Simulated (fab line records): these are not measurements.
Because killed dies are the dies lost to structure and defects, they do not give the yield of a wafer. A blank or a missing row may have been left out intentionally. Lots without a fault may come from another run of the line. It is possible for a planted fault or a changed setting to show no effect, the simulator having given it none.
Comparing a struck lot with a sound one    flow gf180mcu    44 steps out of a route of 602
Sound: the wafers L774.3, L774.4, L774.6. Struck: wafer L789.5 (L789.2, L789.6, from the same lot, were not struck and are left out); the cause is given at the end.
At each step with rows: each side's tool, then ch and its chambers, then its first start. Under that, the readings that differ: sound wafers    struck wafers    difference of the means    sigmas: that difference in standard deviations of wafers without a fault.
alike: readings whose means differ by less than 2 such deviations, and words and numbers that are the same on both sides. not compared: withheld readings, readings that some wafer has no value for, bounds like >300 that may hide the same value, and numbers for which the record gives no deviation and whose values overlap.
A row with sigmas, a row that says differs or no value, or rows on one side alone: a step with any of these is where the two part. When numbers do not overlap yet have no deviation, they are printed without sigmas and do not part them. Lack of a reading on every wafer of one side parts them only where that side has two or more wafers.

first, 4 steps without rows for these wafers: GF_V2_STRIP_19 (strips in post etch residue remover, time 1200 s); GF_V2_CLEAN_20 (cleans in DIW); GF_V2_SPUTTER_21 (material Ti, target thk 15 nm, time 80.02 s); GF_V2_SPUTTER_22 (material TiN, target thk 10 nm, time 40 s).
GF_V2_CVD_23: deposits W, target thk 350 nm, time 104.94 s.
  sound on cvd w-02 ch 0,1, day 20 08:52; struck on cvd w-02 ch 1, day 25 14:50
  alike: heater power w
  not compared: since wet clean h
GF_V2_RS_MEAS_24: a four-point-probe measurement.
  sound on film metro-04 at day 20 08:59; struck on film metro-01 at day 25 14:58
  alike: V2_W_RS
GF_V2_THK_MEAS_25: measures by xrf.
  sound on film metro-04 at day 20 09:05; struck on film metro-01 at day 25 15:04
  alike: V2_W_THK
then, 1 step without rows for these wafers: GF_V2_CMP_26 (polishes, stops on SiO2, t overpolish 15 s, target thk 0 nm).
GF_M3_SPUTTER_00: material Ti, target thk 37.5 nm, time 150 s.
  sound on pvd sputter-01 at day 20 09:25; struck on pvd sputter-01 at day 25 15:25
  alike: cathode dc power W, substrate temp c, throttle valve pct
then, 2 steps without rows for these wafers: GF_M3_SPUTTER_01 (material TiN, target thk 30 nm, time 25 s); GF_M3_SPUTTER_02 (material AlCu, target thk 450 nm, time 23.9 s).
GF_M3_SPUTTER_03: material Ti, target thk 10 nm, time 6.7 s.
  sound on pvd sputter-01 at day 20 09:35; struck on pvd sputter-01 at day 25 15:35
reading                 sound                 struck  difference  sigmas
cathode dc power W (W)  2999.7 3000.3 2999.4  3001.2  +1.4        +3
  alike: substrate temp c, throttle valve pct
GF_M3_SPUTTER_04: material TiN, target thk 50 nm, time 41.7 s.
  sound on pvd sputter-01 at day 20 09:36; struck on pvd sputter-01 at day 25 15:36
reading                                 sound                 struck  difference  sigmas
cathode dc power W (W)                  6498.0 6500.1 6501.2  4559.3  -1940.5     -99 or more
model.TiN_of_M3_SPUTTER_04.thk nm (nm)  49.28 49.51 49.92     35.51   -14.06      
  alike: throttle valve pct
GF_M3_RS_MEAS_05: a four-point-probe measurement.
  sound on film metro-02 at day 20 09:41; struck on film metro-01 at day 25 15:40
reading              sound                 struck  difference  sigmas
M3_ALCU_RS (ohm/sq)  0.0694 0.0693 0.0695  0.0713  +0.0019     +2
GF_M3_THK_MEAS_06: measures by xrf.
  sound on film metro-02 at day 20 09:47; struck on film metro-01 at day 25 15:46
  alike: M3_ALCU_THK
then, 7 steps without rows for these wafers: GF_M3_DEHYDRATE_07 (time 60 s); GF_M3_HMDS_08 (prime time 60 s); GF_M3_COAT_09 (resist thk 1000 nm); GF_M3_SOFTBAKE_10 (time 60 s); GF_M3_EXPOSE_11 (exposes mask Metal3, target cd 280 nm); GF_M3_PEB_12 (peb time 90 s); GF_M3_DEVELOP_13 (develop time 60 s).
GF_M3_CD_MEAS_14 targets a cd of 280 nm.
  sound on cd sem-02 at day 21 09:28; struck on cd sem-01 at day 26 12:20
  alike: cd nm
GF_M3_OVL_MEAS_15:
  sound on overlay-02 at day 21 09:34; struck on overlay-01 at day 26 12:26
  alike: M3_OVL
GF_M3_METAL_ETCH_16: etches the open film in Cl2/BCl3, stops on SiO2, target depth 627.5 nm, time 104.6 s.
  sound on rie metal-04 ch 0,1, day 21 09:38; struck on rie metal-02 ch 1, day 26 12:28
reading                 sound                 struck  difference  sigmas
oes product au (a.u.)   0.971 0.968 0.969     0.949   -0.020      -3
throttle valve pct (%)  28.252 28.242 28.259  28.277  +0.026      +3
  alike: drypump motor current A
  not compared: rf hours counter h
GF_M3_STRIP_17: strips in O2/N2.
  sound on plasma asher-03 ch 0,1, day 21 09:46; struck on plasma asher-03 ch 0, day 26 12:35
  alike: drypump motor current A, heater power w, oes product au, strip time to endpoint s
  not compared: rf hours counter h
then, 3 steps without rows for these wafers: GF_M3_STRIP_18 (strips in post etch residue remover, time 1200 s); GF_M3_CLEAN_19 (cleans in DIW); GF_V3_CVD_00 (deposits SiO2, target thk 600 nm, time 100 s).
GF_V3_THK_MEAS_01:
  sound on film metro-03 at day 21 10:22; struck on film metro-03 at day 26 13:16
  alike: V3_CVD_00_THK
then, 1 step without rows for these wafers: GF_V3_CVD_02 (deposits SiO2 from TEOS, target thk 850 nm, time 94.851 s).
GF_V3_THK_MEAS_03:
  sound on film metro-01 at day 21 10:29; struck on film metro-01 at day 26 13:23
  alike: V3_CVD_02_THK
GF_V3_CMP_04: polishes SiO2.
  sound on cmp-02 ch 1,3, day 21 10:35; struck on cmp-02 ch 2, day 26 13:32
reading              sound           struck  difference  sigmas
motor current A (A)  12.4 13.2 13.0  9.9     -3.0        -2
  alike: platen rpm, time to endpoint s
GF_V3_BOW_MEAS_05:
  sound on film metro-02 at day 21 10:52; struck on film metro-03 at day 26 13:46
  alike: V3_BOW
then, 8 steps without rows for these wafers: GF_V3_DEHYDRATE_06 (time 60 s); GF_V3_HMDS_07 (prime time 60 s); GF_V3_COAT_08; GF_V3_COAT_09 (resist thk 1000 nm); GF_V3_SOFTBAKE_10 (time 60 s); GF_V3_EXPOSE_11 (exposes mask Via3, target cd 260 nm); GF_V3_PEB_12 (peb time 90 s); GF_V3_DEVELOP_13 (develop time 60 s).
GF_V3_STRIP_19: strips in post etch residue remover, time 1200 s.
  sound on wet bench-01 ch 3, day 22 11:49; struck on wet bench-04 ch 0, day 27 10:40
reading                                 sound              struck  difference  sigmas
model.TiN_of_M3_SPUTTER_04.thk nm (nm)  48.44 48.67 49.08  34.67   -14.06      
-- the record jumps here: 6 days lie between the struck wafers' starts before and after (it left off in module V3 and takes up again in module PASSIVATION, whose first step shown is number 602 of the route) --
GF_PASSIVATION_PROBE_99:
  rows exist in the record for the struck wafers here (prober-02, day 33 05:22), but not for the sound ones

WHERE THEY PART
At GF_M3_SPUTTER_03 first; at GF_PASSIVATION_PROBE_99 last (within this record only).

WHY: what had been put in by the simulator
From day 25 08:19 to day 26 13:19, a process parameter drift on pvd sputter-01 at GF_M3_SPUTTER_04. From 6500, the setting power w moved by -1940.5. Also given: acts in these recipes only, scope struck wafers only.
